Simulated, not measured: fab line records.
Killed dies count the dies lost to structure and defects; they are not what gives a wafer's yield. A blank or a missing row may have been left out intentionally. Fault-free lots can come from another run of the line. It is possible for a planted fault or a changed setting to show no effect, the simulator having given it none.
Which of the tools did it?    flow sky130    13 lots with 39 wafers sampled at 4 steps, on a route of 708 steps

WHAT THE GAUGES SHOWED, per wafer
SKY_SONOS_ONO_THK_MEAS_03. Usual: SONOS_ONO_CVD_02_THK 10.45 nm, standard deviation 0.12.
lot   measured      on            SONOS_ONO_CVD_02_THK (nm)  flag
L284  day 11 19:43  filmMetro-03  10.49 10.45 10.46          
L285  day 12 03:24  filmMetro-03  10.31 10.22 10.34          
L288  day 13 07:21  filmMetro-01  10.37 10.33 10.41          
L289  day 13 09:01  filmMetro-03  10.53 10.64 10.56          
L291  day 14 05:25  filmMetro-01  10.58 10.52 10.54          
L293  day 14 21:26  filmMetro-03  10.45 10.44 10.47          
L294  day 15 01:25  filmMetro-01  10.43 10.38 10.38          
L295  day 15 05:34  filmMetro-01  10.47 10.57 10.66          
L296  day 15 13:32  filmMetro-01  10.49 10.35 10.34          
L302  day 17 19:31  filmMetro-01  10.44 10.45 10.39          
L303  day 18 02:11  filmMetro-03  10.44 10.44 10.24          
L304  day 18 08:48  filmMetro-03  10.24 10.42 10.37          
L305  day 18 09:50  filmMetro-03  10.52 10.61 10.66          

SKY_POLY_GATE_CD_MEAS_13: target cd 150 nm. Usual: cdNm 150.2 nm, standard deviation 1.5.
lot   measured      on        cdNm (nm)          flag
L284  day 16 12:20  cdSem-01  150.1 148.4 149.6  
L285  day 17 00:35  cdSem-02  148.6 149.2 149.8  
L288  day 18 07:19  cdSem-01  149.8 147.7 147.8  
L289  day 18 10:19  cdSem-02  150.3 148.9 149.2  
L291  day 19 10:20  cdSem-02  151.5 151.6 150.8  
L293  day 20 02:55  cdSem-01  149.4 149.7 150.2  
L294  day 20 09:53  cdSem-02  149.0 148.8 147.6  
L295  day 20 14:46  cdSem-02  150.9 152.0 151.3  
L296  day 20 23:22  cdSem-01  153.1 152.6 151.5  
L302  day 23 08:25  cdSem-01  151.2 150.8 150.1  
L303  day 23 13:46  cdSem-02  152.7 152.3 153.1  
L304  day 23 18:08  cdSem-02  150.2 150.1 148.7  
L305  day 23 20:10  cdSem-01  147.5 147.1 147.0  

WHICH TOOL RAN EACH LOT (tool, then ch and the chambers of the sampled wafers, then the start)
lot   SKY_SONOS_ONO_STRIP_17               SKY_RES_PROTECT_SOFTBAKE_03
L284  plasmaAsher-04 ch 0,1, day 12 20:33  lithoTrack-02 ch 0, day 14 17:05
L285  plasmaAsher-02 ch 0,1, day 13 04:40  lithoTrack-03 ch 0, day 15 02:37
L288  plasmaAsher-03 ch 0,1, day 14 11:02  lithoTrack-01 ch 0, day 16 08:45
L289  plasmaAsher-02 ch 0,1, day 14 13:02  lithoTrack-03 ch 0, day 16 12:11
L291  plasmaAsher-04 ch 0,1, day 15 09:32  lithoTrack-01 ch 0, day 17 09:21
L293  plasmaAsher-02 ch 0,1, day 16 02:31  lithoTrack-02 ch 0, day 18 03:10
L294  plasmaAsher-02 ch 0,1, day 16 06:02  lithoTrack-02 ch 0, day 18 09:47
L295  plasmaAsher-03 ch 0,1, day 16 10:45  lithoTrack-03 ch 0, day 18 14:44
L296  plasmaAsher-02 ch 0,1, day 16 18:55  lithoTrack-03 ch 0, day 18 22:14
L302  plasmaAsher-02 ch 0,1, day 19 03:08  lithoTrack-03 ch 0, day 21 07:20
L303  plasmaAsher-02 ch 0,1, day 19 09:53  lithoTrack-03 ch 0, day 21 13:47
L304  plasmaAsher-02 ch 0,1, day 19 16:23  lithoTrack-03 ch 0, day 21 19:30
L305  plasmaAsher-04 ch 1, day 19 18:23    lithoTrack-01 ch 0, day 21 21:09
- SKY_SONOS_ONO_STRIP_17: strips in O2/N2.
- SKY_RES_PROTECT_SOFTBAKE_03: time 60 s.

AS READ BY THE TOOLS THEMSELVES (means over the sampled wafers that have a number; for cases with no such wafer, the mark the record gives instead)
SKY_SONOS_ONO_STRIP_17. Usual: drypumpMotorCurrentA 5.8 A, standard deviation 0.58; oesProductAu 0.709 a.u., standard deviation 0.0045; stripTimeToEndpointS 14.10 s, standard deviation 0.041.
lot   tool            drypumpMotorCurrentA (A)  oesProductAu (a.u.)  stripTimeToEndpointS (s)  flag
L284  plasmaAsher-04  6.5                       0.713                14.14                     
L285  plasmaAsher-02  5.2                       0.707                14.13                     
L288  plasmaAsher-03  6.1                       0.709                14.13                     
L289  plasmaAsher-02  5.4                       0.710                14.16                     
L291  plasmaAsher-04  6.5                       0.711                14.13                     
L293  plasmaAsher-02  5.4                       0.710                14.11                     
L294  plasmaAsher-02  5.4                       0.709                14.06                     
L295  plasmaAsher-03  6.1                       0.706                14.14                     
L296  plasmaAsher-02  5.4                       0.708                14.06                     
L302  plasmaAsher-02  5.2                       0.709                14.15                     
L303  plasmaAsher-02  5.4                       0.704                14.14                     
L304  plasmaAsher-02  5.2                       0.712                14.07                     
L305  plasmaAsher-04  6.6                       0.710                14.10                     

SKY_RES_PROTECT_SOFTBAKE_03. Usual: heaterPowerTotalW 56.60 W, standard deviation 0.046; runLengthS 88.97 s, standard deviation 0.15.
lot   tool           heaterPowerTotalW (W)  runLengthS (s)  flag
L284  lithoTrack-02  56.64                  88.87           
L285  lithoTrack-03  56.61                  89.02           
L288  lithoTrack-01  56.58                  89.01           
L289  lithoTrack-03  56.61                  88.94           
L291  lithoTrack-01  56.55                  89.12           
L293  lithoTrack-02  56.60                  88.85           
L294  lithoTrack-02  56.61                  88.83           
L295  lithoTrack-03  56.57                  88.95           
L296  lithoTrack-03  56.64                  89.02           
L302  lithoTrack-03  67.38                  63.99           OFF
L303  lithoTrack-03  67.41                  63.91           OFF
L304  lithoTrack-03  67.37                  64.06           OFF
L305  lithoTrack-01  56.59                  89.05           

THE ANSWER, worked out from the rows above alone
Rule: a lot is off if the mean of its wafers that have a number lies more than 3 standard deviations from the usual mean. A lot without any number at a reading at which 4 lots or more have one is off too. Any other lot the step has rows for is counted as sound. First the gauges in route order, then the tools' own readings, where a lot's mean is used as printed above. At the first step where some lot is off, the reading lying furthest off is the one used; lots without a number count as furthest.
Off: L302, L303, L304 (SKY_RES_PROTECT_SOFTBAKE_03, heaterPowerTotalW).
If a tool, at that step or one of the process steps before it, ran each lot that is off and ran no sound lot following the first of them, it fits. This does not decide it: 2 tools fit, namely plasmaAsher-02 at SKY_SONOS_ONO_STRIP_17 and lithoTrack-03 at SKY_RES_PROTECT_SOFTBAKE_03.

WHAT WAS PUT IN BY THE SIMULATOR
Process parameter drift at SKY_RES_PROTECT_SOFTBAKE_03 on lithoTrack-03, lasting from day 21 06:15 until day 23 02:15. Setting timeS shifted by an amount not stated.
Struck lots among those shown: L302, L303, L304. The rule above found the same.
